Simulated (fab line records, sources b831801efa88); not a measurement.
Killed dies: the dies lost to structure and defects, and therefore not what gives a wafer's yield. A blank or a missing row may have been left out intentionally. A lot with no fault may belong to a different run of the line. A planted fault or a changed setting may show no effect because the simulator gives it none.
fab line records + flow sky130
record
- lots=15
- wafers=45
- lastDay=50
route steps=708 shown NWELL@76 VT_ADJUST_HVTR@141 VT_ADJUST_PCH@152 SONOS_TUNNEL@162
lots that met no fault: taken from a fault-free run of the same line
startH: hours from the record's first day to the start of the lot's first wafer shown + waitH: how many hours have passed since the lot's step before this one + " as in the row above + L1.1+2: one row covering several wafers at once + - either no value or no given start + * or withheld: withheld + < > ~ a bound
route shown NAME@n: names a module that has steps shown in the file, with the first one's number in the route + usual: mean/standard deviation of fault-free wafers + same: alike in all rows + chamber/n: place in a boat + sites: per-site readings + _std_site: how widely they spread, as a standard deviation + _edge_site: outer sites' mean less inner sites' + radiusMm: how far each site lies from the wafer's centre + mask NAME#n: copy n + behind: the tool/chamber that last shaped the wafer + hold: the reason the lot was held/the length of the hold in hours/how it ended + device: the transistor (n, p or np) that didn't switch + end of line: the same wafers' tests at the end of the route + where a step has no rows: the recipe by itself + killed: the dies lost at the first sort to structure and to defects; this is not the yield of the wafer + map: dies across one wafer; x = killed, . = not, _ = none there
set.NAME: the setting that was run; set.NAME@STEP: the one run at that earlier step + model.NAME: the simulator's own value behind a step, which no gauge read
the route's steps for a sample of lots (tables are steps, rows are wafers)
services: from which hour (startH, from the record's first day; less than 0 if before it) a tool's chamber was out of use, for how many hours, and why
## steps
# step SKY_NWELL_OVL_MEAS_23
# usual
- NWELL_01_OVL=0.3/1.7
| lot.wafer | tool       | chamber | startH | waitH | NWELL_01_OVL[nm] |
|-----------|------------|---------|--------|-------|------------------|
| L689.2    | overlay-01 | -       | 137.14 | -     | 0.9              |
| L689.4    | "          | -       | "      | "     | -0.5             |
| L689.5    | "          | -       | "      | "     | 0.5              |
| L690.1    | overlay-01 | -       | 138.43 | -     | -1.2             |
| L690.4    | "          | -       | "      | "     | -2.9             |
| L690.6    | "          | -       | "      | "     | -2.8             |
| L691.2    | overlay-01 | -       | 139.33 | -     | 1.4              |
| L691.3    | "          | -       | "      | "     | 1.6              |
| L691.4    | "          | -       | "      | "     | 3.9              |
| L695.2    | overlay-02 | -       | 150.68 | -     | -4.5             |
| L695.3    | "          | -       | "      | "     | -0.6             |
| L695.4    | "          | -       | "      | "     | -2.8             |
| L694.1    | overlay-02 | -       | 151.53 | -     | -1.6             |
| L694.3    | "          | -       | "      | "     | -0.4             |
| L694.4    | "          | -       | "      | "     | -0.9             |
| L693.3    | overlay-02 | -       | 152.00 | -     | -2.2             |
| L693.5    | "          | -       | "      | "     | -1.6             |
| L693.6    | "          | -       | "      | "     | -0.9             |
| L696.3    | overlay-02 | -       | 158.75 | -     | 1.2              |
| L696.4    | "          | -       | "      | "     | 0.6              |
| L696.6    | "          | -       | "      | "     | 0.5              |
| L699.2    | overlay-01 | -       | 174.09 | -     | 3.3              |
| L699.3    | "          | -       | "      | "     | 2.0              |
| L699.5    | "          | -       | "      | "     | 3.8              |
| L701.3    | overlay-01 | -       | 188.98 | -     | 1.6              |
| L701.5    | "          | -       | "      | "     | 0.4              |
| L701.6    | "          | -       | "      | "     | 2.1              |
| L702.1    | overlay-01 | -       | 195.67 | -     | 1.3              |
| L702.2    | "          | -       | "      | "     | -1.2             |
| L702.4    | "          | -       | "      | "     | -0.4             |
| L703.1    | overlay-01 | -       | 203.43 | -     | 3.2              |
| L703.3    | "          | -       | "      | "     | 1.5              |
| L703.6    | "          | -       | "      | "     | 1.4              |
| L706.2    | overlay-02 | -       | 219.73 | -     | 0.4              |
| L706.4    | "          | -       | "      | "     | 0.1              |
| L706.6    | "          | -       | "      | "     | 1.0              |
| L707.2    | overlay-01 | -       | 231.24 | -     | 1.8              |
| L707.3    | "          | -       | "      | "     | 2.0              |
| L707.4    | "          | -       | "      | "     | 1.8              |
| L708.2    | overlay-01 | -       | 241.33 | -     | 0.9              |
| L708.4    | "          | -       | "      | "     | 2.0              |
| L708.5    | "          | -       | "      | "     | 1.6              |
| L709.1    | overlay-02 | -       | 243.48 | -     | -0.9             |
| L709.5    | "          | -       | "      | "     | 0.9              |
| L709.6    | "          | -       | "      | "     | 0.4              |
# step SKY_NWELL_RTA_28
# recipe
- tempC=1050
- timeS=30
- idleTempC=650
- rampUpCPerS=150
- rampDownCPerS=90
- ambient=N2
# usual
- lampPowerPct=25.30/0.061
- wafer_temp_C_max=1054.9/0.9
| lot.wafer | tool         | chamber | startH | waitH | lampPowerPct | wafer_temp_C_max |
|-----------|--------------|---------|--------|-------|--------------|------------------|
| L689.2    | rtpAnneal-01 | 0       | 137.55 | 0.0   | 25.35        | 1054.6           |
| L689.4    | "            | 0       | "      | "     | 25.26        | 1056.1           |
| L689.5    | "            | 0       | "      | "     | 25.25        | 1056.3           |
| L690.1    | rtpAnneal-02 | 0       | 138.83 | 0.0   | 25.33        | 1054.8           |
| L690.4    | "            | 0       | "      | "     | 25.22        | 1053.5           |
| L690.6    | "            | 0       | "      | "     | 25.32        | 1054.9           |
| L691.2    | rtpAnneal-01 | 0       | 139.73 | 0.0   | 25.29        | 1054.9           |
| L691.3    | "            | 0       | "      | "     | 25.24        | 1054.4           |
| L691.4    | "            | 0       | "      | "     | 25.36        | 1055.0           |
| L695.2    | rtpAnneal-02 | 0       | 151.09 | 0.0   | 25.25        | 1053.8           |
| L695.3    | "            | 0       | "      | "     | 25.28        | 1053.6           |
| L695.4    | "            | 0       | "      | "     | 25.26        | 1055.4           |
| L694.1    | rtpAnneal-01 | 0       | 151.92 | 0.0   | 25.31        | 1054.7           |
| L694.3    | "            | 0       | "      | "     | 25.35        | 1053.5           |
| L694.4    | "            | 0       | "      | "     | 25.46        | 1054.7           |
| L693.3    | rtpAnneal-02 | 0       | 152.42 | 0.0   | 25.22        | 1053.9           |
| L693.5    | "            | 0       | "      | "     | 25.29        | 1054.4           |
| L693.6    | "            | 0       | "      | "     | 25.27        | 1055.7           |
| L696.3    | rtpAnneal-01 | 0       | 159.16 | 0.0   | 25.29        | 1054.8           |
| L696.4    | "            | 0       | "      | "     | 25.25        | 1054.5           |
| L696.6    | "            | 0       | "      | "     | 25.28        | 1055.2           |
| L699.2    | rtpAnneal-01 | 0       | 174.50 | 0.0   | 25.23        | 1053.5           |
| L699.3    | "            | 0       | "      | "     | 25.43        | 1056.0           |
| L699.5    | "            | 0       | "      | "     | 25.29        | 1054.4           |
| L701.3    | rtpAnneal-02 | 0       | 189.40 | 0.0   | 25.39        | 1054.0           |
| L701.5    | "            | 0       | "      | "     | 25.27        | 1055.1           |
| L701.6    | "            | 0       | "      | "     | 25.38        | 1055.0           |
| L702.1    | rtpAnneal-01 | 0       | 196.07 | 0.0   | 25.30        | 1053.3           |
| L702.2    | "            | 0       | "      | "     | 25.33        | 1056.1           |
| L702.4    | "            | 0       | "      | "     | 25.32        | 1053.7           |
| L703.1    | rtpAnneal-01 | 0       | 203.82 | 0.0   | 25.22        | 1055.4           |
| L703.3    | "            | 0       | "      | "     | 25.24        | 1055.2           |
| L703.6    | "            | 0       | "      | "     | 25.23        | 1054.7           |
| L706.2    | rtpAnneal-02 | 0       | 220.14 | 0.0   | 25.26        | 1057.6           |
| L706.4    | "            | 0       | "      | "     | 25.49        | 1054.3           |
| L706.6    | "            | 0       | "      | "     | 25.31        | 1055.1           |
| L707.2    | rtpAnneal-01 | 0       | 231.65 | 0.0   | 25.25        | 1055.6           |
| L707.3    | "            | 0       | "      | "     | 25.32        | 1055.4           |
| L707.4    | "            | 0       | "      | "     | 25.23        | 1055.1           |
| L708.2    | rtpAnneal-02 | 0       | 241.74 | 0.0   | 25.28        | 1056.3           |
| L708.4    | "            | 0       | "      | "     | 25.31        | 1053.5           |
| L708.5    | "            | 0       | "      | "     | 25.26        | 1055.3           |
| L709.1    | rtpAnneal-01 | 0       | 243.88 | 0.0   | 25.32        | 1054.4           |
| L709.5    | "            | 0       | "      | "     | 25.45        | 1054.6           |
| L709.6    | "            | 0       | "      | "     | 25.22        | 1056.5           |
# step SKY_VT_ADJUST_HVTR_STRIP_10
# recipe
- chemistry=O2/N2
- powerW=1400
- pressureMtorr=1500
- platenTempC=withheld
- o2FlowSccm=3000
- n2FlowSccm=300
- overashFraction=0.5
# usual
- chamberPressureMTorr=1500.0/1.4
- drypumpMotorCurrentA=5.57/0.26
- n2FlowSccm=299.9/0.89
- oesProductAu=0.716/0.0046
- stripTimeToEndpointS=14.34/0.047
| lot.wafer | tool           | chamber | startH | waitH | chamberPressureMTorr | drypumpMotorCurrentA | n2FlowSccm | oesProductAu | rfHoursCounterH | stripTimeToEndpointS |
|-----------|----------------|---------|--------|-------|----------------------|----------------------|------------|--------------|-----------------|----------------------|
| L689.2    | plasmaAsher-03 | 0       | 242.24 | 0.1   | 1497.9               | 5.62                 | 301.4      | 0.724        | 59              | 14.30                |
| L689.4    | "              | 1       | "      | "     | 1500.6               | 5.74                 | 301.7      | 0.713        | -               | 14.29                |
| L689.5    | "              | 1       | "      | "     | 1500.3               | 5.75                 | 300.0      | 0.712        | -               | 14.31                |
| L690.1    | plasmaAsher-01 | 1       | 242.53 | 0.1   | 1502.9               | 5.12                 | 299.9      | 0.722        | 45              | 14.32                |
| L690.4    | "              | 0       | "      | "     | 1498.3               | 5.70                 | 300.5      | 0.713        | -               | 14.36                |
| L690.6    | "              | 0       | "      | "     | 1501.3               | 5.71                 | 299.4      | 0.714        | -               | 14.37                |
| L691.2    | plasmaAsher-01 | 0       | 245.62 | 0.1   | 1503.6               | 5.71                 | 300.3      | 0.722        | 46              | 14.29                |
| L691.3    | "              | 0       | "      | "     | 1498.6               | 5.73                 | 300.0      | 0.710        | -               | 14.28                |
| L691.4    | "              | 1       | "      | "     | 1499.6               | 5.08                 | 299.6      | 0.716        | -               | 14.31                |
| L695.2    | plasmaAsher-01 | 1       | 260.33 | 0.1   | 1499.1               | 5.13                 | 299.6      | 0.718        | 47              | 14.30                |
| L695.3    | "              | 1       | "      | "     | 1501.5               | 5.12                 | 298.9      | 0.717        | -               | 14.30                |
| L695.4    | "              | 0       | "      | "     | 1499.4               | 5.70                 | 302.0      | 0.721        | -               | 14.29                |
| L694.1    | plasmaAsher-03 | 0       | 261.02 | 0.1   | 1499.8               | 5.61                 | 298.9      | 0.712        | 61              | 14.40                |
| L694.3    | "              | 1       | "      | "     | 1501.5               | 5.74                 | 300.2      | 0.715        | -               | 14.41                |
| L694.4    | "              | 0       | "      | "     | 1500.4               | 5.61                 | 299.3      | 0.723        | -               | 14.38                |
| L693.3    | plasmaAsher-01 | 0       | 262.82 | 0.1   | 1501.7               | 5.71                 | 299.4      | 0.709        | -               | 14.27                |
| L693.5    | "              | 0       | "      | "     | 1500.0               | 5.72                 | 301.0      | 0.725        | -               | 14.35                |
| L693.6    | "              | 1       | "      | "     | 1496.6               | 5.09                 | 301.1      | 0.715        | -               | 14.32                |
| L696.3    | plasmaAsher-02 | 0       | 269.31 | 0.1   | 1500.9               | 5.55                 | 299.8      | 0.719        | -               | 14.33                |
| L696.4    | "              | 1       | "      | "     | 1501.4               | 5.85                 | 299.7      | 0.720        | -               | 14.33                |
| L696.6    | "              | 0       | "      | "     | 1499.0               | 5.58                 | 300.3      | 0.727        | -               | 14.29                |
| L699.2    | plasmaAsher-02 | 1       | 287.93 | 0.1   | 1500.4               | 5.86                 | 299.4      | 0.712        | 12              | 14.30                |
| L699.3    | "              | 0       | "      | "     | 1500.6               | 5.55                 | 300.7      | 0.720        | -               | 14.37                |
| L699.5    | "              | 1       | "      | "     | 1501.2               | 5.85                 | 298.5      | 0.712        | -               | 14.31                |
| L701.3    | plasmaAsher-01 | 0       | 307.72 | 0.1   | -                    | -                    | -          | -            | -               | -                    |
| L701.5    | "              | 0       | "      | "     | -                    | -                    | -          | -            | -               | -                    |
| L701.6    | "              | 1       | "      | "     | -                    | -                    | -          | -            | -               | -                    |
| L702.1    | plasmaAsher-01 | 0       | 316.38 | 0.1   | -                    | -                    | -          | -            | -               | -                    |
| L702.2    | "              | 1       | "      | "     | -                    | -                    | -          | -            | -               | -                    |
| L702.4    | "              | 0       | "      | "     | -                    | -                    | -          | -            | -               | -                    |
| L703.1    | plasmaAsher-03 | 1       | 324.07 | 0.1   | -                    | -                    | -          | -            | -               | -                    |
| L703.3    | "              | 0       | "      | "     | -                    | -                    | -          | -            | -               | -                    |
| L703.6    | "              | 1       | "      | "     | -                    | -                    | -          | -            | -               | -                    |
| L706.2    | plasmaAsher-02 | 1       | 345.89 | 0.1   | 1499.3               | 5.83                 | 299.8      | 0.713        | 18              | 14.33                |
| L706.4    | "              | 0       | "      | "     | 1498.6               | 5.56                 | 299.6      | 0.719        | -               | 14.37                |
| L706.6    | "              | 1       | "      | "     | 1502.5               | 5.86                 | 299.3      | 0.717        | -               | 14.33                |
| L707.2    | plasmaAsher-03 | 1       | 360.03 | 0.1   | 1500.8               | 5.75                 | 300.5      | 0.719        | 71              | 14.40                |
| L707.3    | "              | 0       | "      | "     | 1499.1               | 5.65                 | 301.0      | 0.721        | -               | 14.39                |
| L707.4    | "              | 1       | "      | "     | 1499.3               | 5.75                 | 299.0      | 0.709        | -               | 14.41                |
| L708.2    | plasmaAsher-01 | 0       | 370.23 | 0.1   | 1499.4               | 5.70                 | 299.9      | 0.720        | 58              | 14.34                |
| L708.4    | "              | 0       | "      | "     | 1496.9               | 5.70                 | 300.3      | 0.711        | -               | 14.34                |
| L708.5    | "              | 0       | "      | "     | 1500.1               | 5.71                 | 300.7      | 0.715        | -               | 14.29                |
| L709.1    | plasmaAsher-01 | 0       | 373.58 | 0.1   | 1498.8               | 5.71                 | 299.4      | 0.714        | 58              | 14.30                |
| L709.5    | "              | 0       | "      | "     | 1500.6               | 5.71                 | 299.8      | 0.717        | -               | 14.28                |
| L709.6    | "              | 1       | "      | "     | 1497.7               | 5.14                 | 302.2      | 0.714        | -               | 14.31                |
# step SKY_VT_ADJUST_PCH_STRIP_09
# recipe
- chemistry=O2/N2
- powerW=1400
- pressureMtorr=1500
- platenTempC=withheld
- o2FlowSccm=3000
- n2FlowSccm=300
- overashFraction=0.5
# usual
- chamberPressureMTorr=1499.8/1.5
- drypumpMotorCurrentA=5.7/0.31
- n2FlowSccm=299.8/0.92
- oesProductAu=0.722/0.005
- stripTimeToEndpointS=36.95/0.1
| lot.wafer | tool           | chamber | startH | waitH | chamberPressureMTorr | drypumpMotorCurrentA | n2FlowSccm | oesProductAu | rfHoursCounterH | stripTimeToEndpointS |
|-----------|----------------|---------|--------|-------|----------------------|----------------------|------------|--------------|-----------------|----------------------|
| L689.2    | plasmaAsher-01 | 0       | 266.35 | 0.1   | 1499.7               | 5.7                  | 299.4      | 0.721        | 48              | 37.09                |
| L689.4    | "              | 1       | "      | "     | 1499.7               | 5.1                  | 299.7      | 0.720        | -               | 37.15                |
| L689.5    | "              | 0       | "      | "     | 1501.4               | 5.7                  | 299.0      | 0.717        | -               | 37.13                |
| L690.1    | plasmaAsher-04 | 1       | 266.66 | 0.1   | 1498.7               | 6.1                  | 299.5      | 0.721        | 57              | 36.96                |
| L690.4    | "              | 0       | "      | "     | 1498.4               | 5.8                  | 299.8      | 0.728        | -               | 36.99                |
| L690.6    | "              | 1       | "      | "     | 1497.8               | 6.2                  | 301.7      | 0.727        | -               | 36.91                |
| L691.2    | plasmaAsher-01 | 0       | 269.40 | 0.1   | 1498.1               | 5.7                  | 299.6      | 0.723        | 48              | 37.01                |
| L691.3    | "              | 0       | "      | "     | 1497.5               | 5.7                  | 299.9      | 0.727        | -               | 36.88                |
| L691.4    | "              | 1       | "      | "     | 1499.1               | 5.1                  | 300.2      | 0.730        | -               | 36.91                |
| L695.2    | plasmaAsher-01 | 0       | 284.80 | 0.1   | 1499.5               | 5.7                  | 299.5      | 0.718        | 49              | 36.87                |
| L695.3    | "              | 1       | "      | "     | 1500.0               | 5.1                  | 300.2      | 0.722        | -               | 36.85                |
| L695.4    | "              | 0       | "      | "     | 1500.2               | 5.7                  | 301.4      | 0.723        | -               | 36.82                |
| L694.1    | plasmaAsher-02 | 0       | 286.10 | 0.1   | 1499.7               | 5.6                  | 300.2      | 0.719        | 12              | 37.13                |
| L694.3    | "              | 0       | "      | "     | 1500.8               | 5.6                  | 299.4      | 0.720        | -               | 37.07                |
| L694.4    | "              | 1       | "      | "     | 1501.1               | 5.9                  | 300.0      | 0.711        | -               | 37.01                |
| L693.3    | plasmaAsher-04 | 0       | 287.46 | 0.1   | 1503.0               | 5.8                  | 298.9      | 0.731        | -               | 37.04                |
| L693.5    | "              | 0       | "      | "     | 1499.6               | 5.8                  | 298.6      | 0.725        | -               | 37.01                |
| L693.6    | "              | 1       | "      | "     | 1498.5               | 6.1                  | 299.2      | 0.717        | -               | 36.93                |
| L696.3    | plasmaAsher-04 | 1       | 295.09 | 0.1   | 1501.3               | 6.1                  | 301.1      | 0.725        | -               | 37.08                |
| L696.4    | "              | 0       | "      | "     | 1498.0               | 5.8                  | 299.2      | 0.719        | -               | 37.22                |
| L696.6    | "              | 1       | "      | "     | 1499.4               | 6.1                  | 300.7      | 0.719        | -               | 37.01                |
| L699.2    | plasmaAsher-04 | 0       | 313.65 | 0.1   | 1498.2               | 5.8                  | 301.2      | 0.718        | 62              | 37.02                |
| L699.3    | "              | 1       | "      | "     | 1498.7               | 6.2                  | 300.6      | 0.722        | -               | 36.99                |
| L699.5    | "              | 0       | "      | "     | 1500.7               | 5.8                  | 300.6      | 0.729        | -               | 37.03                |
| L701.3    | plasmaAsher-02 | 1       | 334.05 | 0.1   | 1501.2               | 5.8                  | 298.5      | 0.726        | -               | 54.08                |
| L701.5    | "              | 0       | "      | "     | 1503.5               | 5.5                  | 299.6      | 0.723        | -               | 54.05                |
| L701.6    | "              | 1       | "      | "     | 1497.3               | 5.9                  | 298.7      | 0.728        | -               | 54.13                |
| L702.1    | plasmaAsher-02 | 1       | 343.36 | 0.1   | 1502.8               | 5.9                  | 301.1      | 0.733        | 17              | 54.02                |
| L702.2    | "              | 0       | "      | "     | 1498.9               | 5.5                  | 300.9      | 0.725        | 17              | 54.11                |
| L702.4    | "              | 1       | "      | "     | 1500.7               | 5.8                  | 300.9      | 0.728        | -               | 53.98                |
| L703.1    | plasmaAsher-02 | 0       | 351.01 | 0.1   | 1498.2               | 5.6                  | 297.0      | 0.722        | 18              | 53.97                |
| L703.3    | "              | 1       | "      | "     | 1498.6               | 5.8                  | 299.3      | 0.724        | -               | 53.93                |
| L703.6    | "              | 0       | "      | "     | 1500.2               | 5.5                  | 298.5      | 0.727        | -               | 53.94                |
| L706.2    | plasmaAsher-02 | 1       | 373.16 | 0.1   | 1502.4               | 5.9                  | 299.1      | 0.723        | 20              | 36.88                |
| L706.4    | "              | 0       | "      | "     | 1498.5               | 5.5                  | 299.9      | 0.722        | -               | 36.79                |
| L706.6    | "              | 0       | "      | "     | 1502.0               | 5.5                  | 300.0      | 0.720        | -               | 36.69                |
| L707.2    | plasmaAsher-01 | 0       | 388.91 | 0.1   | 1501.2               | 5.7                  | 299.1      | 0.722        | 60              | 36.95                |
| L707.3    | "              | 1       | "      | "     | 1500.7               | 5.1                  | 298.9      | 0.719        | -               | 36.76                |
| L707.4    | "              | 0       | "      | "     | 1499.6               | 5.7                  | 299.1      | 0.723        | -               | 36.91                |
| L708.2    | plasmaAsher-01 | 1       | 398.40 | 0.1   | 1500.7               | 5.1                  | 301.3      | 0.731        | 61              | 36.93                |
| L708.4    | "              | 0       | "      | "     | 1501.8               | 5.7                  | 298.5      | 0.722        | -               | 36.92                |
| L708.5    | "              | 1       | "      | "     | 1501.2               | 5.1                  | 299.9      | 0.717        | -               | 36.94                |
| L709.1    | plasmaAsher-02 | 1       | 401.26 | 0.1   | 1500.0               | 5.9                  | 299.2      | 0.730        | 23              | 36.92                |
| L709.5    | "              | 0       | "      | "     | 1501.2               | 5.6                  | 300.4      | 0.725        | -               | 36.92                |
| L709.6    | "              | 1       | "      | "     | 1500.3               | 5.9                  | 300.7      | 0.727        | -               | 36.97                |
# step SKY_VT_ADJUST_PCH_TW_MEAS_10
# usual
- VT_ADJUST_PCH_TW=142.5/1
| lot.wafer | tool         | chamber | startH | waitH | VT_ADJUST_PCH_TW |
|-----------|--------------|---------|--------|-------|------------------|
| L689.2    | filmMetro-04 | -       | 266.46 | 0.1   | 142.5            |
| L689.4    | "            | -       | "      | "     | 142.1            |
| L689.5    | "            | -       | "      | "     | 142.2            |
| L690.1    | filmMetro-02 | -       | 266.76 | 0.1   | 144.6            |
| L690.4    | "            | -       | "      | "     | 143.6            |
| L690.6    | "            | -       | "      | "     | 144.3            |
| L691.2    | filmMetro-01 | -       | 269.51 | 0.1   | 142.3            |
| L691.3    | "            | -       | "      | "     | 142.0            |
| L691.4    | "            | -       | "      | "     | 141.0            |
| L695.2    | filmMetro-01 | -       | 284.91 | 0.1   | 142.1            |
| L695.3    | "            | -       | "      | "     | 142.8            |
| L695.4    | "            | -       | "      | "     | 142.7            |
| L694.1    | filmMetro-04 | -       | 286.20 | 0.1   | 142.0            |
| L694.3    | "            | -       | "      | "     | 141.7            |
| L694.4    | "            | -       | "      | "     | 142.8            |
| L693.3    | filmMetro-02 | -       | 287.54 | 0.1   | 144.2            |
| L693.5    | "            | -       | "      | "     | 144.8            |
| L693.6    | "            | -       | "      | "     | 144.6            |
| L696.3    | filmMetro-01 | -       | 295.17 | 0.1   | 141.5            |
| L696.4    | "            | -       | "      | "     | 141.5            |
| L696.6    | "            | -       | "      | "     | 141.2            |
| L699.2    | filmMetro-04 | -       | 313.76 | 0.1   | 142.0            |
| L699.3    | "            | -       | "      | "     | 141.9            |
| L699.5    | "            | -       | "      | "     | 142.5            |
| L701.3    | filmMetro-04 | -       | 334.13 | 0.1   | 29.9             |
| L701.5    | "            | -       | "      | "     | 30.0             |
| L701.6    | "            | -       | "      | "     | 29.9             |
| L702.1    | filmMetro-01 | -       | 343.46 | 0.1   | 29.9             |
| L702.2    | "            | -       | "      | "     | 29.8             |
| L702.4    | "            | -       | "      | "     | 29.9             |
| L703.1    | filmMetro-01 | -       | 351.11 | 0.1   | 30.0             |
| L703.3    | "            | -       | "      | "     | 29.8             |
| L703.6    | "            | -       | "      | "     | 29.8             |
| L706.2    | filmMetro-04 | -       | 373.27 | 0.1   | 142.9            |
| L706.4    | "            | -       | "      | "     | 142.8            |
| L706.6    | "            | -       | "      | "     | 142.4            |
| L707.2    | filmMetro-01 | -       | 389.02 | 0.1   | 141.8            |
| L707.3    | "            | -       | "      | "     | 141.3            |
| L707.4    | "            | -       | "      | "     | 141.7            |
| L708.2    | filmMetro-02 | -       | 398.51 | 0.1   | 143.9            |
| L708.4    | "            | -       | "      | "     | 144.3            |
| L708.5    | "            | -       | "      | "     | 145.2            |
| L709.1    | filmMetro-01 | -       | 401.36 | 0.1   | 141.7            |
| L709.5    | "            | -       | "      | "     | 141.6            |
| L709.6    | "            | -       | "      | "     | 141.8            |
# step SKY_SONOS_TUNNEL_OVL_MEAS_08
# usual
- SONOS_TUNNEL_OVL=-1.1/1.4
| lot.wafer | tool       | chamber | startH | waitH | SONOS_TUNNEL_OVL[nm] |
|-----------|------------|---------|--------|-------|----------------------|
| L689.2    | overlay-02 | -       | 291.34 | 0.1   | -1.7                 |
| L689.4    | "          | -       | "      | "     | -2.6                 |
| L689.5    | "          | -       | "      | "     | -2.2                 |
| L690.1    | overlay-02 | -       | 291.64 | 0.1   | -0.7                 |
| L690.4    | "          | -       | "      | "     | -2.6                 |
| L690.6    | "          | -       | "      | "     | -1.2                 |
| L691.2    | overlay-02 | -       | 294.91 | 0.1   | -2.4                 |
| L691.3    | "          | -       | "      | "     | -0.4                 |
| L691.4    | "          | -       | "      | "     | -3.2                 |
| L695.2    | overlay-02 | -       | 309.56 | 0.1   | -2.3                 |
| L695.3    | "          | -       | "      | "     | -2.6                 |
| L695.4    | "          | -       | "      | "     | -2.5                 |
| L694.1    | overlay-02 | -       | 310.99 | 0.1   | -2.3                 |
| L694.3    | "          | -       | "      | "     | -2.1                 |
| L694.4    | "          | -       | "      | "     | -2.0                 |
| L693.3    | overlay-02 | -       | 312.90 | 0.1   | -2.6                 |
| L693.5    | "          | -       | "      | "     | -1.7                 |
| L693.6    | "          | -       | "      | "     | -1.1                 |
| L696.3    | overlay-02 | -       | 320.50 | 0.1   | 0.3                  |
| L696.4    | "          | -       | "      | "     | -0.1                 |
| L696.6    | "          | -       | "      | "     | -1.3                 |
| L699.2    | overlay-02 | -       | 339.49 | 0.1   | -1.6                 |
| L699.3    | "          | -       | "      | "     | -0.9                 |
| L699.5    | "          | -       | "      | "     | -1.5                 |
| L701.3    | overlay-02 | -       | 361.11 | 0.1   | 0.0                  |
| L701.5    | "          | -       | "      | "     | -0.3                 |
| L701.6    | "          | -       | "      | "     | 0.8                  |
| L702.1    | overlay-01 | -       | 370.45 | 0.1   | -0.3                 |
| L702.2    | "          | -       | "      | "     | -1.4                 |
| L702.4    | "          | -       | "      | "     | -1.1                 |
| L703.1    | overlay-01 | -       | 378.94 | 0.1   | -1.0                 |
| L703.3    | "          | -       | "      | "     | 0.5                  |
| L703.6    | "          | -       | "      | "     | -0.7                 |
| L706.2    | overlay-02 | -       | 401.39 | 0.1   | -1.8                 |
| L706.4    | "          | -       | "      | "     | -0.8                 |
| L706.6    | "          | -       | "      | "     | -1.2                 |
| L707.2    | overlay-02 | -       | 418.24 | 0.1   | -1.8                 |
| L707.3    | "          | -       | "      | "     | -2.7                 |
| L707.4    | "          | -       | "      | "     | -1.2                 |
| L708.2    | overlay-02 | -       | 428.64 | 0.1   | -0.4                 |
| L708.4    | "          | -       | "      | "     | -0.2                 |
| L708.5    | "          | -       | "      | "     | 0.2                  |
| L709.1    | overlay-01 | -       | 432.39 | 0.1   | 1.0                  |
| L709.5    | "          | -       | "      | "     | 0.8                  |
| L709.6    | "          | -       | "      | "     | 0.7                  |
## services
| tool           | chamber | startH | hours | kind   |
|----------------|---------|--------|-------|--------|
| plasmaAsher-02 | 0       | 117.75 | -     | clean  |
| plasmaAsher-02 | 1       | 117.75 | -     | clean  |
| plasmaAsher-02 | -       | 133.83 | 28.1  | pm     |
| plasmaAsher-02 | -       | 184.72 | 14.6  | pm     |
| plasmaAsher-04 | -       | 212.44 | 14.6  | pm     |
| plasmaAsher-02 | -       | 262.62 | 1.3   | repair |
| plasmaAsher-04 | -       | 344.96 | 1.2   | repair |
| plasmaAsher-02 | -       | 346.46 | 0.3   | repair |
| plasmaAsher-02 | -       | 376.71 | 1.2   | repair |
## key
firstSign
- step=SKY_VT_ADJUST_HVTR_STRIP_10
- reading=toolRecord
- direction=missing
effect
- step=SKY_VT_ADJUST_PCH_STRIP_09
- reading=stripTimeToEndpointS
- direction=up
- sigmas=99+
- usual=*
- struck=*
effect
- step=SKY_VT_ADJUST_PCH_TW_MEAS_10
- reading=VT_ADJUST_PCH_TW
- direction=down
- sigmas=99+
- usual=142.5
- struck=29.9
metAt SKY_VT_ADJUST_HVTR_STRIP_10
struckLots L701,L702,L703
sortLeftOut L701.3,L701.5,L701.6,L702.1,L702.2,L702.4,L703.1,L703.3,L703.6
testerLeftOut L701,L702,L703
notActingAt SKY_NWELL_OVL_MEAS_23,SKY_NWELL_RTA_28,SKY_SONOS_TUNNEL_OVL_MEAS_08
onsetBetween 262.82 307.72
fault
- kind=skippedStepWhole
- tool=plasmaAsher-01,plasmaAsher-03
- chamber=-
- onsetH=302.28
- steps=SKY_VT_ADJUST_HVTR_STRIP_10
- scope=struckLotsOnly
# testerLeftOut: of these lots the tester's yield and bins aren't shown, on N5 and GAA mostly nor the transistor test; their killed dies are dies lost to structure and defects alone, not to doping, threshold or leakage, so they don't give the yield
# sortLeftOut: the simulated sort isn't trusted on such a fault, so these wafers' sort isn't shown, and their yield isn't known
